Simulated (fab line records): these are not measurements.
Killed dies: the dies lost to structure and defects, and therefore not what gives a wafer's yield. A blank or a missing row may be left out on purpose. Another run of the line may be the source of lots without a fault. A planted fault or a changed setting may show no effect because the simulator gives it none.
Matching of chambers    flow sfq line    4 sister chambers for SFQ_TRILAYER_I1_VIA_ETCH_VIA_ETCH_052 on rie diel-01
The step etches SiO2 in CHF3, stops on Nb, target depth 260 nm. 4 wafers are shown with their chamber, then 6 later ones without.

== EACH WAFER AND ITS CHAMBER ==
wafer   chamber  oes product au (a.u.)
L575.5  2        0.851
L575.6  0        0.856
L581.1  1        0.853
L581.2  3        0.851

== WAFERS WHOSE CHAMBER IS MISSING ==
wafer   oes product au (a.u.)
L581.4  0.841
L584.1  0.857
L584.6  0.850
L593.2  0.860
L593.3  0.862
L593.6  0.859

== WHICH CHAMBER EACH ONE RAN IN ==
wafer   from the rows above                in truth
L581.4  can't be placed: 2 or 3 or 1 or 0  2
L584.1  can't be placed: 0 or 1 or 2 or 3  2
L584.6  can't be placed: 2 or 3 or 1 or 0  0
L593.2  can't be placed: 0 or 1 or 2 or 3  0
L593.3  can't be placed: 0 or 1 or 2 or 3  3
L593.6  can't be placed: 0 or 1 or 2 or 3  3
0 of 6 placed correctly. From these rows, 6 cannot be placed; in 6 the true chamber is one of the candidates. Wrongly placed: 0.
How it was worked out, from the rows above alone: a wafer's distance from a chamber is the root of the sum, over the readings, of the square of ((its reading less the chamber's mean) divided by the reading's scatter). The wafer belongs to the nearest chamber; if the next one is less than 2 further off, it can't be placed. Each chamber's mean is taken over the wafers shown for it. The scatter: root of mean squared gap, hidden wafer to nearest shown wafer, with one shown wafer a chamber.
